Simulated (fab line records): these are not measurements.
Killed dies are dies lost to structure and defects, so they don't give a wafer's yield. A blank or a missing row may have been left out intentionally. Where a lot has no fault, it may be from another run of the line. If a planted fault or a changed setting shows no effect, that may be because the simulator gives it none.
Which tool was responsible? ; flow sky130 ; 12 lots, 36 wafers sampled, at 5 steps of a route of 708

## WHAT EACH GAUGE READ, for each wafer
SKY_METAL1_CD_MEAS_15: target cd 140 nm.
lot;measured;on;cd_nm (nm)
L540;day 32 10:28;cd_sem-01;138.1 140.0 139.0
L543;day 33 10:43;cd_sem-01;141.0 140.9 140.3
L546;day 35 14:25;cd_sem-01;137.0 137.1 137.9
L547;day 35 15:54;cd_sem-02;140.8 140.7 141.0
L550;day 35 20:55;cd_sem-01;137.3 138.2 138.5
L549;day 36 01:07;cd_sem-01;141.0 140.5 141.7
L552;day 36 13:04;cd_sem-01;141.0 138.2 139.6
L555;day 38 12:50;cd_sem-01;141.1 142.0 140.6
L562;day 40 02:06;cd_sem-01;141.3 141.1 141.0
L563;day 40 21:18;cd_sem-01;139.2 139.9 140.8

## WHAT TOOL EACH LOT RAN ON (gives the tool, then ch and the chambers of the sampled wafers, and finally the start)
lot;SKY_SD_N_RTA_14;SKY_CONTACT_CMP_04;SKY_CONTACT_ETCH_17;SKY_METAL1_SPUTTER_03
L540;rtp_anneal-02 ch 0, day 27 16:48;cmp-01 ch 1,2,3, day 30 03:02;rie_diel-01 ch 0,1,2, day 31 06:37;pvd_sputter-01, day 31 08:04
L543;rtp_anneal-01 ch 0, day 28 14:16;cmp-02 ch 2,3, day 31 02:08;rie_diel-04 ch 2,3, day 32 05:25;pvd_sputter-01, day 32 07:16
L546;rtp_anneal-02 ch 0, day 30 22:07;cmp-01 ch 0,2,3, day 33 07:41;rie_diel-02 ch 0,1,2, day 34 10:50;pvd_sputter-01, day 34 12:14
L547;rtp_anneal-01 ch 0, day 30 22:19;cmp-02 ch 0,2,3, day 33 08:56;rie_diel-04 ch 1,2,3, day 34 11:43;pvd_sputter-04, day 34 13:07
L550;rtp_anneal-01 ch 0, day 31 06:37;cmp-02 ch 0,2, day 33 14:45;rie_diel-01 ch 2,3, day 34 17:37;pvd_sputter-03, day 34 19:07
L549;rtp_anneal-02 ch 0, day 31 09:29;cmp-01 ch 2,3, day 33 17:55;rie_diel-04 ch 0,2, day 34 21:16;pvd_sputter-04, day 34 22:40
L552;rtp_anneal-01 ch 0, day 31 23:49;cmp-02 ch 0,1, day 34 07:22;rie_diel-01 ch 2,3, day 35 09:46;pvd_sputter-01, day 35 11:10
L553;rtp_anneal-01 ch 0, day 32 07:52;cmp-01 ch 2,3, day 34 16:56;rie_diel-01 ch 1,2, day 35 18:55;-
L554;rtp_anneal-02 ch 0, day 33 01:13;cmp-02 ch 0,1, day 35 09:23;rie_diel-01 ch 1,3, day 36 11:40;-
L555;rtp_anneal-01 ch 0, day 34 01:22;cmp-02 ch 0,3, day 36 08:40;rie_diel-01 ch 0,1,3, day 37 10:07;pvd_sputter-03, day 37 11:31
L562;rtp_anneal-02 ch 0, day 35 14:44;cmp-02 ch 2,3, day 37 21:48;rie_diel-02 ch 0,1,3, day 38 23:49;pvd_sputter-04, day 39 01:13
L563;rtp_anneal-02 ch 0, day 36 11:31;cmp-02 ch 0,1,3, day 38 18:10;rie_diel-01 ch 0,2,3, day 39 19:34;pvd_sputter-04, day 39 20:59
- SKY_SD_N_RTA_14: time 2 s.
- SKY_CONTACT_CMP_04: polishes SiO2.
- SKY_CONTACT_ETCH_17: etches SiO2 in C4F8/O2/Ar, stops on Si3N4, target depth 340 nm.
- SKY_METAL1_SPUTTER_03: material Ti, target thk 5 nm, time 3.3 s.

## WHAT THE TOOLS THEMSELVES READ (means of the sampled wafers that have a number; where no wafer has one, the mark that the record gives instead)
SKY_SD_N_RTA_14.
lot;tool;lamp_power_pct (%);ramp_up_c_per_s;wafer_temp_C_max
L540;rtp_anneal-02;15.75;150.02;1077.5
L543;rtp_anneal-01;15.73;149.99;1076.2
L546;rtp_anneal-02;15.74;149.97;1077.1
L547;rtp_anneal-01;15.73;150.01;1078.0
L550;rtp_anneal-01;15.76;150.01;1078.5
L549;rtp_anneal-02;15.73;149.99;1078.8
L552;rtp_anneal-01;15.74;150.00;1078.1
L553;rtp_anneal-01;15.77;149.99;1077.6
L554;rtp_anneal-02;15.75;150.00;1078.0
L555;rtp_anneal-01;15.73;149.99;1078.5
L562;rtp_anneal-02;15.72;149.99;1077.1
L563;rtp_anneal-02;15.81;149.99;1077.2

SKY_CONTACT_CMP_04.
lot;tool;edge_zone_pressure_frac;head_pressure_psi (psi);motor_current_A (A);time_to_endpoint_s (s)
L540;cmp-01;0.992;4.006;12.0;81
L543;cmp-02;1.003;3.989;11.6;85
L546;cmp-01;1.006;4.001;12.8;79
L547;cmp-02;0.999;4.001;12.0;88
L550;cmp-02;1.002;4.002;11.9;80
L549;cmp-01;1.000;3.997;12.2;75
L552;cmp-02;0.997;4.006;11.5;81
L553;cmp-01;-;-;-;-
L554;cmp-02;-;-;-;-
L555;cmp-02;1.005;3.999;11.5;80
L562;cmp-02;1.005;3.999;11.7;84
L563;cmp-02;0.999;4.006;11.1;84

SKY_CONTACT_ETCH_17.
lot;tool;oes_product_au (a.u.);rf_fwd_power_W (W)
L540;rie_diel-01;0.897;1486
L543;rie_diel-04;0.891;1486
L546;rie_diel-02;0.891;1487
L547;rie_diel-04;0.893;1487
L550;rie_diel-01;0.895;1487
L549;rie_diel-04;0.892;1488
L552;rie_diel-01;0.891;1490
L553;rie_diel-01;1.605;1484
L554;rie_diel-01;1.620;1487
L555;rie_diel-01;0.894;1484
L562;rie_diel-02;0.891;1487
L563;rie_diel-01;0.889;1480

SKY_METAL1_SPUTTER_03.
lot;tool;throttle_valve_pct (%)
L540;pvd_sputter-01;30.0
L543;pvd_sputter-01;29.5
L546;pvd_sputter-01;29.8
L547;pvd_sputter-04;30.4
L550;pvd_sputter-03;28.7
L549;pvd_sputter-04;30.3
L552;pvd_sputter-01;29.9
L555;pvd_sputter-03;29.2
L562;pvd_sputter-04;29.1
L563;pvd_sputter-04;30.3

## THE ANSWER, worked out from the rows above alone
Rule: what is usual is taken from the lots themselves. Put in order of their means at a reading, lots are off if they are a third of the lots or fewer, leave a main group of 4 or more, and stand apart from it by a gap of 3 or more times the standard deviation of the main group's means; of several such gaps the widest counts. The tables above print the reading to a certain number of digits; a main group whose means all agree to those digits is not used. Also off: a lot with no number at a reading for which 4 or more lots have one. The other lots that the step has rows for count as sound. Order of review: gauges by route order, followed by the tools' own readings, for which a lot's mean as printed above is used. At the first step where some lot is off, the reading lying furthest off is the one used; lots without a number count as furthest.
Off: L553, L554, at SKY_CONTACT_CMP_04 (edge_zone_pressure_frac). Without a number there: L553, L554. Mean 1.001 and standard deviation 0.0041 in the main group.
If a tool, at that step or one of the process steps before it, ran each lot that is off and ran no sound lot following the first of them, it fits. Not one of the candidates tried fits.

## WHAT THE SIMULATOR HAD INSERTED
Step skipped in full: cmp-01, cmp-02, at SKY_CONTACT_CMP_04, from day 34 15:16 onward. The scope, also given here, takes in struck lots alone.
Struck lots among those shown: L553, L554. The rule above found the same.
